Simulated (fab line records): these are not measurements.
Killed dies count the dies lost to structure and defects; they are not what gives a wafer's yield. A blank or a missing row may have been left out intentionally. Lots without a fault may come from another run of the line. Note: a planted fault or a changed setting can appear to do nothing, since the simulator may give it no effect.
fab line records ; flow sky130
record lots=6; wafers=18; last_day=49
route steps=708 shown VIA1@467 METAL2@483 PAD_OPEN@708
lots with no fault: from the same line, run without faults
start_h: start of the lot's first displayed wafer, in hours after the record's first day ; wait_h: hours elapsed since this lot's preceding step ; " as in the row above ; L1.1+2: a single row standing in for several wafers ; - value missing, or start not given ; * or withheld: withheld ; < > ~ a bound
route shown NAME@n: names a module that has steps shown in the file, with the first one's number in the route ; usual: the fault-free wafers' mean and standard deviation ; same: alike in all rows ; chamber/n: place in a boat ; sites: each site's reading ; _std_site: standard deviation across them ; _edge_site: inner sites' mean taken away from outer sites' mean ; radius_mm: for every site, how far away it sits from the centre of the wafer ; mask NAME#n: copy n ; behind: the tool/chamber that last shaped the wafer ; hold: cause of the lot's hold/its duration in hours/its outcome ; device: names the non-switching transistor (n, p or np) ; end of line: the route-end tests of the same wafers ; step lacking rows: just its recipe ; killed: at the first sort, the dies lost to defects and structure; wafer yield is something else ; map: a wafer's dies, x killed, . not, _ none there
set.NAME: the setting as run; set.NAME@STEP: as run at that earlier step ; model.NAME: the simulator's own value behind a step, which no gauge read
lots seen at some steps along the route; tables by step, rows by wafer
services: when a tool's chamber went out of use (start_h, in hours from the record's first day, below 0 if earlier), for how many hours, and the reason
## steps
# step SKY_VIA1_EXPOSE_09
# recipe mask_id=VIM; na=0.8; source_shape=annular; sigma_inner=0.55; sigma_outer=0.85; target_cd_nm=150; dose_mj=38
# step SKY_VIA1_PEB_10
# recipe peb_temp_c=withheld; peb_time_s=withheld; resist=KrF-thick
# step SKY_VIA1_DEVELOP_11
# recipe develop_time_s=60; resist=KrF-thick; dev_temp_c=21
# step SKY_VIA1_CD_MEAS_12
# recipe target_cd_nm=150
# usual cd_nm=150.6/1.5
lot.wafer;tool;chamber;start_h;wait_h;cd_nm
L547.1;cd_sem-02;-;798.31;-;151.2
L547.2;cd_sem-02;-;798.31;-;152.9
L547.3;cd_sem-02;-;798.31;-;152.2
L552.1;cd_sem-02;-;847.36;-;149.5
L552.3;cd_sem-02;-;847.36;-;150.6
L552.5;cd_sem-02;-;847.36;-;149.8
L560.2;cd_sem-02;-;890.50;-;149.5
L560.3;cd_sem-02;-;890.50;-;147.9
L560.5;cd_sem-02;-;890.50;-;148.9
L558.1;cd_sem-01;-;891.46;-;151.7
L558.5;cd_sem-01;-;891.46;-;150.9
L558.6;cd_sem-01;-;891.46;-;152.6
L561.2;cd_sem-02;-;900.75;-;152.7
L561.3;cd_sem-02;-;900.75;-;153.7
L561.6;cd_sem-02;-;900.75;-;152.8
L563.1;cd_sem-02;-;910.66;-;150.4
L563.2;cd_sem-02;-;910.66;-;151.7
L563.6;cd_sem-02;-;910.66;-;150.1
# step SKY_VIA1_OVL_MEAS_13
# usual VIA1_OVL=-1/6.2
lot.wafer;tool;chamber;start_h;wait_h;VIA1_OVL[nm]
L547.1;overlay-01;-;798.43;0.1;5
L547.2;overlay-01;-;798.43;0.1;2
L547.3;overlay-01;-;798.43;0.1;-1
L552.1;overlay-02;-;847.48;0.1;0
L552.3;overlay-02;-;847.48;0.1;4
L552.5;overlay-02;-;847.48;0.1;-8
L560.2;overlay-01;-;890.61;0.1;-7
L560.3;overlay-01;-;890.61;0.1;-5
L560.5;overlay-01;-;890.61;0.1;3
L558.1;overlay-01;-;891.58;0.1;4
L558.5;overlay-01;-;891.58;0.1;3
L558.6;overlay-01;-;891.58;0.1;-9
L561.2;overlay-02;-;900.86;0.1;-15
L561.3;overlay-02;-;900.86;0.1;-6
L561.6;overlay-02;-;900.86;0.1;-4
L563.1;overlay-02;-;910.78;0.1;-12
L563.2;overlay-02;-;910.78;0.1;-6
L563.6;overlay-02;-;910.78;0.1;-4
# step SKY_VIA1_ETCH_14
# recipe chemistry=N2/H2; target=BARC; ion_energy_ev=200; source_w=500; bias_w=100; pressure_mtorr=30; n2_flow_sccm=100; h2_flow_sccm=200; stop_on=SiO2; time_s=45.9; target_depth_a=600
# usual drypump_motor_current_A=5.7/0.4; oes_product_au=0.854/0.0043; throttle_valve_pct=13.225/0.0087
lot.wafer;tool;chamber;start_h;wait_h;drypump_motor_current_A;oes_product_au;rf_hours_counter_h;throttle_valve_pct
L547.1;rie_diel-04;0;798.46;0.0;6.3;0.858;12;13.231
L547.2;rie_diel-04;3;798.46;0.0;6.1;0.854;7;13.228
L547.3;rie_diel-04;1;798.46;0.0;6.0;0.858;3;13.240
L552.1;rie_diel-04;2;847.51;0.0;5.7;0.858;18;13.233
L552.3;rie_diel-04;3;847.51;0.0;6.1;0.858;8;13.222
L552.5;rie_diel-04;2;847.51;0.0;5.6;0.852;-;13.231
L560.2;rie_diel-04;3;890.64;0.0;6.1;0.852;9;13.232
L560.3;rie_diel-04;0;890.64;0.0;6.3;0.846;15;13.219
L560.5;rie_diel-04;2;890.64;0.0;5.7;0.847;-;13.237
L558.1;rie_diel-03;1;891.61;0.0;5.1;0.858;17;13.234
L558.5;rie_diel-03;1;891.61;0.0;5.1;0.862;-;13.235
L558.6;rie_diel-03;2;891.61;0.0;5.9;0.855;-;13.225
L561.2;rie_diel-04;3;900.89;0.0;6.1;0.855;10;13.213
L561.3;rie_diel-04;0;900.89;0.0;6.3;0.856;15;13.218
L561.6;rie_diel-04;1;900.89;0.0;6.0;0.853;-;13.227
L563.1;rie_diel-04;2;910.81;0.0;5.7;0.854;20;13.233
L563.2;rie_diel-04;1;910.81;0.0;6.0;0.859;6;13.219
L563.6;rie_diel-04;3;910.81;0.0;6.1;0.852;-;13.227
# step SKY_VIA1_ETCH_15
# recipe target=SiO2; chemistry=C4F8/O2/Ar; target_depth_nm=351; stop_on=TiN; mask_material=KrF-thick; source_w=1500; bias_w=1200; pressure_mtorr=40; c4f8_flow_sccm=withheld; O2_flow_sccm=6; Ar_flow_sccm=300; time_s=54
# usual oes_product_au=0.981/0.0058
lot.wafer;tool;chamber;start_h;wait_h;oes_product_au;rf_hours_counter_h
L547.1;rie_diel-04;0;798.51;0.0;0.986;12
L547.2;rie_diel-04;3;798.51;0.0;0.984;7
L547.3;rie_diel-04;1;798.51;0.0;0.986;3
L552.1;rie_diel-04;2;847.56;0.0;0.972;18
L552.3;rie_diel-04;3;847.56;0.0;0.992;8
L552.5;rie_diel-04;2;847.56;0.0;0.973;-
L560.2;rie_diel-04;3;890.68;0.0;0.980;9
L560.3;rie_diel-04;0;890.68;0.0;0.978;15
L560.5;rie_diel-04;2;890.68;0.0;0.984;-
L558.1;rie_diel-03;1;891.66;0.0;0.984;17
L558.5;rie_diel-03;1;891.66;0.0;0.979;-
L558.6;rie_diel-03;2;891.66;0.0;0.984;-
L561.2;rie_diel-04;3;900.93;0.0;0.978;10
L561.3;rie_diel-04;0;900.93;0.0;0.988;15
L561.6;rie_diel-04;1;900.93;0.0;0.988;-
L563.1;rie_diel-04;2;910.86;0.0;0.972;20
L563.2;rie_diel-04;1;910.86;0.0;0.981;6
L563.6;rie_diel-04;3;910.86;0.0;0.981;-
# step SKY_VIA1_STRIP_16
# recipe chemistry=O2/N2; power_w=1400; pressure_mtorr=1500; platen_temp_c=withheld; o2_flow_sccm=3000; n2_flow_sccm=300; overash_fraction=0.5
# usual drypump_motor_current_A=5.9/0.38; oes_product_au=0.416/0.0047; strip_time_to_endpoint_s=4.463/0.026
lot.wafer;tool;chamber;start_h;wait_h;drypump_motor_current_A;oes_product_au;rf_hours_counter_h;strip_time_to_endpoint_s
L547.1;plasma_asher-03;1;798.55;0.0;6.1;0.417;98;4.467
L547.2;plasma_asher-03;0;798.55;0.0;6.5;0.412;98;4.417
L547.3;plasma_asher-03;0;798.55;0.0;6.5;0.423;-;4.466
L552.1;plasma_asher-03;0;847.60;0.0;6.5;0.420;103;4.496
L552.3;plasma_asher-03;1;847.60;0.0;6.1;0.421;-;4.459
L552.5;plasma_asher-03;0;847.60;0.0;6.5;0.420;-;4.476
L560.2;plasma_asher-03;1;890.73;0.0;6.0;0.421;108;4.448
L560.3;plasma_asher-03;1;890.73;0.0;6.0;0.417;-;4.483
L560.5;plasma_asher-03;0;890.73;0.0;6.5;0.418;-;4.463
L558.1;plasma_asher-02;0;891.70;0.0;5.6;0.415;47;4.451
L558.5;plasma_asher-02;1;891.70;0.0;5.6;0.418;-;4.395
L558.6;plasma_asher-02;0;891.70;0.0;5.6;0.414;-;4.441
L561.2;plasma_asher-02;1;900.98;0.0;5.6;0.411;48;4.462
L561.3;plasma_asher-02;0;900.98;0.0;5.6;0.419;-;4.470
L561.6;plasma_asher-02;0;900.98;0.0;5.6;0.416;-;4.434
L563.1;plasma_asher-02;1;910.90;0.0;5.6;0.417;49;4.448
L563.2;plasma_asher-02;0;910.90;0.0;5.6;0.421;49;4.436
L563.6;plasma_asher-02;1;910.90;0.0;5.6;0.429;-;4.428
# step SKY_VIA1_STRIP_17
# recipe chemistry=post_etch_residue_remover; time_s=1200; temp_c=72.5
# step SKY_VIA1_CLEAN_18
# recipe chemistry=IPA; time_s=180; temp_c=25
# step SKY_VIA1_CLEAN_19
# recipe chemistry=O3/DIW; dry=n2_spin
# step SKY_VIA1_SPUTTER_20
# recipe material=TiN; target_thk_nm=20; chamber_pressure_pa=5; power_w=4000; time_s=80
# usual throttle_valve_pct=30.3/0.81
lot.wafer;tool;chamber;start_h;wait_h;throttle_valve_pct
L547.1;pvd_sputter-02;-;799.19;0.0;28.0
L547.2;pvd_sputter-02;-;799.19;0.0;30.4
L547.3;pvd_sputter-02;-;799.19;0.0;29.8
L552.1;pvd_sputter-04;-;848.19;0.0;30.9
L552.3;pvd_sputter-04;-;848.19;0.0;31.3
L552.5;pvd_sputter-04;-;848.19;0.0;29.9
L560.2;pvd_sputter-02;-;891.35;0.0;30.2
L560.3;pvd_sputter-02;-;891.35;0.0;28.0
L560.5;pvd_sputter-02;-;891.35;0.0;30.9
L558.1;pvd_sputter-01;-;892.33;0.0;31.1
L558.5;pvd_sputter-01;-;892.33;0.0;30.3
L558.6;pvd_sputter-01;-;892.33;0.0;30.2
L561.2;pvd_sputter-02;-;901.60;0.0;30.1
L561.3;pvd_sputter-02;-;901.60;0.0;28.2
L561.6;pvd_sputter-02;-;901.60;0.0;30.0
L563.1;pvd_sputter-04;-;911.50;0.0;31.2
L563.2;pvd_sputter-04;-;911.50;0.0;31.8
L563.6;pvd_sputter-04;-;911.50;0.0;30.9
# step SKY_VIA1_CVD_21
# recipe material=W; target_thk_nm=270; time_s=80.902; temp_c=400; pressure_torr=40
# usual heater_power_w=829/57
lot.wafer;tool;chamber;start_h;wait_h;heater_power_w;model.W_of_VIA1_CVD_21.thk_nm
L547.1;cvd_w-01;0;799.25;0.0;847;272.6
L547.2;cvd_w-01;1;799.25;0.0;810;275.6
L547.3;cvd_w-01;0;799.25;0.0;848;269.8
L552.1;cvd_w-02;1;848.26;0.0;766;266.8
L552.3;cvd_w-02;0;848.26;0.0;897;263.5
L552.5;cvd_w-02;0;848.26;0.0;902;266.4
L560.2;cvd_w-01;0;891.41;0.0;835;269.9
L560.3;cvd_w-01;1;891.41;0.0;786;420.3
L560.5;cvd_w-01;1;891.41;0.0;793;417.9
L558.1;cvd_w-02;1;892.39;0.0;787;265.2
L558.5;cvd_w-02;1;892.39;0.0;745;263.7
L558.6;cvd_w-02;0;892.39;0.0;889;265.5
L561.2;cvd_w-01;1;901.66;0.0;806;415.4
L561.3;cvd_w-01;1;901.66;0.0;823;419.7
L561.6;cvd_w-01;1;901.66;0.0;796;418.4
L563.1;cvd_w-02;0;911.56;0.0;911;264
L563.2;cvd_w-02;1;911.56;0.0;772;264.3
L563.6;cvd_w-02;1;911.56;0.0;775;267
# step SKY_VIA1_RS_MEAS_22
# recipe thk_meas_gauge=four-point-probe; reads=W_of_VIA1_CVD_21+TiN_of_VIA1_SPUTTER_20
# usual VIA1_W_RS=0.427/0.0066
lot.wafer;tool;chamber;start_h;wait_h;VIA1_W_RS[ohm/sq]
L547.1;film_metro-04;-;799.34;0.1;0.423
L547.2;film_metro-04;-;799.34;0.1;0.418
L547.3;film_metro-04;-;799.34;0.1;0.428
L552.1;film_metro-01;-;848.35;0.1;0.432
L552.3;film_metro-01;-;848.35;0.1;0.438
L552.5;film_metro-01;-;848.35;0.1;0.432
L560.2;film_metro-04;-;891.52;0.1;0.426
L560.3;film_metro-04;-;891.52;0.1;0.273
L560.5;film_metro-04;-;891.52;0.1;0.274
L558.1;film_metro-03;-;892.48;0.1;0.434
L558.5;film_metro-03;-;892.48;0.1;0.437
L558.6;film_metro-03;-;892.48;0.1;0.433
L561.2;film_metro-01;-;901.77;0.1;0.276
L561.3;film_metro-01;-;901.77;0.1;0.273
L561.6;film_metro-01;-;901.77;0.1;0.273
L563.1;film_metro-01;-;911.65;0.1;0.436
L563.2;film_metro-01;-;911.65;0.1;0.435
L563.6;film_metro-01;-;911.65;0.1;0.432
# step SKY_VIA1_THK_MEAS_23
# recipe thk_meas_gauge=xrf; reads=W_of_VIA1_CVD_21
# usual VIA1_W_THK=266/4.8
lot.wafer;tool;chamber;start_h;wait_h;VIA1_W_THK[nm]
L547.1;film_metro-04;-;799.46;0.1;268
L547.2;film_metro-04;-;799.46;0.1;271
L547.3;film_metro-04;-;799.46;0.1;266
L552.1;film_metro-01;-;848.47;0.1;264
L552.3;film_metro-01;-;848.47;0.1;260
L552.5;film_metro-01;-;848.47;0.1;263
L560.2;film_metro-04;-;891.63;0.1;268
L560.3;film_metro-04;-;891.63;0.1;417
L560.5;film_metro-04;-;891.63;0.1;419
L558.1;film_metro-03;-;892.60;0.1;261
L558.5;film_metro-03;-;892.60;0.1;260
L558.6;film_metro-03;-;892.60;0.1;260
L561.2;film_metro-01;-;901.88;0.1;403
L561.3;film_metro-01;-;901.88;0.1;410
L561.6;film_metro-01;-;901.88;0.1;404
L563.1;film_metro-01;-;911.77;0.1;257
L563.2;film_metro-01;-;911.77;0.1;259
L563.6;film_metro-01;-;911.77;0.1;260
# step SKY_VIA1_CMP_24
# recipe stop_on=SiO2; t_overpolish_s=15; down_force_psi=3.5; platen_rpm=60; target_thk_nm=0; pad_velocity_m_s=0.94248
# usual motor_current_A=11.0/0.92; time_to_endpoint_s=63/4.8
lot.wafer;tool;chamber;start_h;wait_h;motor_current_A;time_to_endpoint_s
L547.1;cmp-02;2;799.52;0.1;11.0;65
L547.3;cmp-02;3;799.52;0.1;11.3;65
L547.2;cmp-02;0;799.52;0.1;9.7;66
L552.1;cmp-02;2;848.53;0.1;11.0;59
L552.3;cmp-02;1;848.53;0.1;11.2;66
L552.5;cmp-02;2;848.53;0.1;11.6;60
L560.3;cmp-01;3;891.68;0.0;12.3;103
L560.2;cmp-01;1;891.68;0.0;12.1;60
L560.5;cmp-01;0;891.68;0.0;10.9;100
L558.1;cmp-02;1;892.71;0.1;11.1;66
L558.5;cmp-02;0;892.71;0.1;9.2;60
L558.6;cmp-02;1;892.71;0.1;10.8;63
L561.3;cmp-01;1;901.93;0.0;12.2;99
L561.2;cmp-01;0;901.93;0.0;10.5;102
L561.6;cmp-01;1;901.93;0.0;12.2;97
L563.1;cmp-02;1;911.83;0.1;10.3;63
L563.2;cmp-02;2;911.83;0.1;11.3;52
L563.6;cmp-02;2;911.83;0.1;11.1;56
# step SKY_METAL2_SPUTTER_00
# recipe material=Ti; target_thk_nm=15; power_w=3000; time_s=10; chamber_pressure_pa=0.4
# usual throttle_valve_pct=29.7/1.1
lot.wafer;tool;chamber;start_h;wait_h;throttle_valve_pct
L547.1;pvd_sputter-03;-;799.82;0.2;30.6
L547.2;pvd_sputter-03;-;799.82;0.2;28.8
L547.3;pvd_sputter-03;-;799.82;0.2;30.2
L552.1;pvd_sputter-03;-;848.83;0.2;30.5
L552.3;pvd_sputter-03;-;848.83;0.2;28.6
L552.5;pvd_sputter-03;-;848.83;0.2;28.8
L560.2;pvd_sputter-03;-;891.98;0.1;30.2
L560.3;pvd_sputter-03;-;891.98;0.1;31.2
L560.5;pvd_sputter-03;-;891.98;0.1;28.4
L558.1;pvd_sputter-03;-;892.96;0.2;28.4
L558.5;pvd_sputter-03;-;892.96;0.2;28.4
L558.6;pvd_sputter-03;-;892.96;0.2;29.0
L561.2;pvd_sputter-02;-;902.23;0.1;30.6
L561.3;pvd_sputter-02;-;902.23;0.1;30.2
L561.6;pvd_sputter-02;-;902.23;0.1;30.7
L563.1;pvd_sputter-02;-;912.13;0.2;28.2
L563.2;pvd_sputter-02;-;912.13;0.2;30.6
L563.6;pvd_sputter-02;-;912.13;0.2;28.2
# step SKY_PAD_OPEN_PROBE_99
# usual defect_limited_yield=82.2/1.9; killed_at_M0_to_M3=44/6.8; killed_at_M4_up=3.1/1.8; killed_at_contacts=25/5.2; killed_at_front_end=15/4.1; killed_at_other=0.3/0.62; killed_dies=88/9.4; killed_on_rim=17/3.7; killed_open=48/7.1; killed_short=40/6.1; sort_bin_3_pad_short=0.9/0.38; sort_bin_5_function=10.5/1.5; sort_bin_6_memory=6.5/1.2; sort_bin_8_speed=0.5/0.95; sort_n_pass=402/10; sort_yield_pct=81.6/2
# same gross_dies=492; killed_at_back_side=0; sort_bin_4_leakage[%]=0
lot.wafer;tool;chamber;start_h;wait_h;defect_limited_yield[%];killed_at_M0_to_M3;killed_at_M4_up;killed_at_contacts;killed_at_front_end;killed_at_other;killed_dies;killed_on_rim;killed_open;killed_short;sort_bin_3_pad_short[%];sort_bin_5_function[%];sort_bin_6_memory[%];sort_bin_8_speed[%];sort_n_pass;sort_yield_pct[%]
L547.1;prober-02;-;1081.93;0.1;80.7;57;1;24;13;0;95;14;42;53;0.8;11.6;6.9;0.4;395;80.3
L547.2;prober-02;-;1081.98;0.1;79.3;54;5;31;12;0;102;18;59;43;1.6;11.4;7.7;0;390;79.3
L547.3;prober-02;-;1082.03;0.2;82.9;37;2;25;20;0;84;20;44;40;0.4;11.0;5.7;0.2;407;82.7
L552.1;prober-01;-;1116.80;0.1;83.3;36;2;21;23;0;82;12;49;33;0.4;9.8;6.5;0;410;83.3
L552.3;prober-01;-;1116.90;0.2;82.1;39;3;31;15;0;88;18;50;38;1.2;10.2;6.5;1.4;397;80.7
L552.5;prober-01;-;1117.00;0.2;85.0;40;1;20;13;0;74;12;39;35;0.6;8.5;5.9;7.9;379;77.0
L560.2;prober-02;-;1152.60;0.1;82.5;51;3;25;7;0;86;16;57;29;0.8;10.8;5.9;3.5;389;79.1
L560.3;prober-02;-;1152.65;0.2;82.1;42;7;24;15;0;88;17;48;40;0.6;8.5;8.7;3.0;389;79.1
L560.5;prober-02;-;1152.75;0.2;83.3;43;3;24;12;0;82;18;43;39;1.2;9.8;5.7;1.2;404;82.1
L558.1;prober-01;-;1153.13;0.1;81.5;38;7;32;14;0;91;21;47;44;1.0;11.0;6.5;0.2;400;81.3
L558.5;prober-01;-;1153.33;0.2;83.5;43;3;17;18;0;81;15;52;29;0.6;8.1;7.7;0.4;409;83.1
L558.6;prober-01;-;1153.38;0.2;80.9;48;6;25;15;0;94;19;46;48;1.2;12.0;5.9;0.2;397;80.7
L561.2;prober-02;-;1158.03;0.1;82.7;44;1;27;10;3;85;17;43;39;1.2;9.8;6.3;0.4;405;82.3
L561.3;prober-02;-;1158.08;0.2;83.1;37;4;27;15;0;83;13;41;42;0.6;10.4;5.9;0.2;408;82.9
L561.6;prober-02;-;1158.23;0.2;83.9;26;3;24;25;1;79;12;35;44;0.4;9.6;6.1;0;413;83.9
# killed by level:class
L547.1 VIA1:geometric_particle:open=13 VIA1:geometric_particle:short=10 CONTACT:geometric_particle:short=9 VIA2:geometric_particle:short=8 CONTACT:geometric_particle:open=7 METAL2:geometric_particle:short=7 POLY_GATE:geometric_particle:open=5 METAL1:geometric_particle:short=5
L547.2 VIA1:geometric_particle:open=19 CONTACT:geometric_particle:open=14 LI_CONTACT:geometric_particle:open=8 METAL2:geometric_particle:short=8 VIA2:geometric_particle:open=7 VIA1:geometric_particle:short=6 METAL4:geometric_particle:short=5 FIELD_ISO:geometric_particle:short=4
L547.3 CONTACT:geometric_particle:open=11 VIA1:geometric_particle:open=8 LI_CONTACT:geometric_particle:open=7 FIELD_ISO:geometric_particle:open=6 VIA1:geometric_particle:short=5 METAL2:geometric_particle:short=5 VIA3:geometric_particle:open=5 CONTACT:geometric_particle:short=4
L552.1 CONTACT:geometric_particle:open=8 FIELD_ISO:geometric_particle:open=7 LI_CONTACT:geometric_particle:open=7 METAL2:geometric_particle:short=7 VIA1:geometric_particle:open=6 VIA1:geometric_particle:short=6 POLY_GATE:geometric_particle:short=5 POLY_GATE:geometric_particle:open=5
L552.3 CONTACT:geometric_particle:open=10 VIA1:geometric_particle:open=10 LI_CONTACT:geometric_particle:open=9 VIA3:geometric_particle:open=7 LOCAL_INTERCONNECT:geometric_particle:short=6 FIELD_ISO:geometric_particle:short=5 FIELD_ISO:geometric_particle:open=4 VIA2:geometric_particle:open=4
L552.5 LI_CONTACT:geometric_particle:open=9 METAL1:geometric_particle:short=8 VIA1:geometric_particle:open=7 CONTACT:geometric_particle:open=6 FIELD_ISO:geometric_particle:short=5 VIA2:geometric_particle:short=5 VIA2:geometric_particle:open=5 VIA3:geometric_particle:open=5
L560.2 VIA1:geometric_particle:open=13 CONTACT:geometric_particle:open=12 VIA3:geometric_particle:open=9 LI_CONTACT:geometric_particle:open=7 VIA2:geometric_particle:open=6 VIA3:geometric_particle:short=5 VIA1:geometric_particle:short=5 CONTACT:geometric_particle:short=4
L560.3 VIA1:geometric_particle:open=13 CONTACT:geometric_particle:open=8 VIA2:geometric_particle:open=7 CONTACT:geometric_particle:short=6 LI_CONTACT:geometric_particle:open=5 VIA3:geometric_particle:open=5 FIELD_ISO:geometric_particle:open=4 POLY_GATE:geometric_particle:short=4
L560.5 CONTACT:geometric_particle:open=11 VIA3:geometric_particle:open=6 METAL2:geometric_particle:short=6 VIA1:geometric_particle:open=5 METAL1:geometric_particle:short=5 VIA1:geometric_particle:short=5 VIA2:geometric_particle:open=5 LI_CONTACT:geometric_particle:short=4
L558.1 CONTACT:geometric_particle:open=10 VIA1:geometric_particle:open=9 CONTACT:geometric_particle:short=9 LI_CONTACT:geometric_particle:open=6 LOCAL_INTERCONNECT:geometric_particle:short=6 VIA3:geometric_particle:open=5 VIA2:geometric_particle:open=5 METAL2:geometric_particle:short=5
L558.5 VIA3:geometric_particle:open=14 VIA1:geometric_particle:open=8 VIA2:geometric_particle:open=8 VIA1:geometric_particle:short=7 POLY_GATE:geometric_particle:short=6 CONTACT:geometric_particle:open=6 LI_CONTACT:geometric_particle:open=6 FIELD_ISO:geometric_particle:open=5
L558.6 CONTACT:geometric_particle:open=10 METAL1:geometric_particle:short=8 VIA1:geometric_particle:open=7 METAL2:geometric_particle:short=7 VIA2:geometric_particle:open=7 LI_CONTACT:geometric_particle:open=6 CONTACT:geometric_particle:short=6 VIA1:geometric_particle:short=6
L561.2 LI_CONTACT:geometric_particle:open=8 VIA1:geometric_particle:open=8 METAL1:geometric_particle:short=6 LI_CONTACT:geometric_particle:short=6 VIA1:geometric_particle:short=5 LOCAL_INTERCONNECT:geometric_particle:short=5 CONTACT:geometric_particle:open=5 VIA2:geometric_particle:open=5
L561.3 CONTACT:geometric_particle:short=11 VIA2:geometric_particle:open=10 LI_CONTACT:geometric_particle:open=8 CONTACT:geometric_particle:open=5 VIA3:geometric_particle:open=5 METAL3:geometric_particle:short=5 POLY_GATE:geometric_particle:short=4 METAL1:geometric_particle:short=4
L561.6 FIELD_ISO:geometric_particle:short=8 VIA3:geometric_particle:open=6 POLY_GATE:geometric_particle:short=5 LI_CONTACT:geometric_particle:short=5 LOCAL_INTERCONNECT:geometric_particle:short=5 CONTACT:geometric_particle:open=5 METAL1:geometric_particle:short=5 FIELD_ISO:geometric_particle:open=4
## services
tool;chamber;start_h;hours;kind
rie_diel-04;1;779.80;6.4;repair
plasma_asher-03;-;786.92;8.3;repair
cvd_w-01;-;789.59;0.8;repair
pvd_sputter-04;-;793.80;1.4;repair
cvd_w-01;-;794.94;1.8;repair
rie_diel-04;2;799.34;2.8;repair
pvd_sputter-01;-;812.03;4.0;repair
cmp-01;-;819.02;3.5;pm
pvd_sputter-04;-;827.04;3.3;repair
cvd_w-01;1;831.61;6.7;repair
rie_diel-04;-;840.68;1.1;repair
pvd_sputter-03;0;853.61;-;consumable_replace:kit
pvd_sputter-03;0;853.61;18.0;scheduled_down
pvd_sputter-03;0;853.61;18.0;vent_cycle
cvd_w-01;-;868.38;0.6;repair
rie_diel-03;1;896.82;5.1;repair
cvd_w-01;-;904.00;14.0;pm
cvd_w-01;0;904.00;14.0;vent_cycle
cvd_w-01;1;904.00;14.0;vent_cycle
pvd_sputter-04;-;905.24;3.5;repair
cmp-02;-;905.69;4.5;repair
rie_diel-03;-;906.31;2.8;pm
rie_diel-04;0;909.98;1.7;repair
plasma_asher-02;-;912.02;7.4;repair
## key
first_sign step=SKY_VIA1_RS_MEAS_22; reading=VIA1_W_RS; direction=down; sigmas=23; usual=0.427; struck=0.274
effect step=SKY_VIA1_THK_MEAS_23; reading=VIA1_W_THK; direction=up; sigmas=30; usual=266; struck=411
effect step=SKY_VIA1_CMP_24; reading=time_to_endpoint_s; direction=up; sigmas=7.7; usual=*; struck=*
model_effect step=SKY_VIA1_CVD_21; value=W_of_VIA1_CVD_21.thk_nm; without=274.2; struck=418.3
met_at SKY_VIA1_CVD_21
struck_wafers L560.3,L560.5,L561.2,L561.3,L561.6
onset_between 799.25 891.41
fault kind=process_parameter_drift; tool=cvd_w-01; chamber=1; onset_h=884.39; steps=SKY_VIA1_CVD_21; channel=target_thk_nm; offset=141.68; shape=step; end_h=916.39; acts_in=these_recipes_only; stated=270
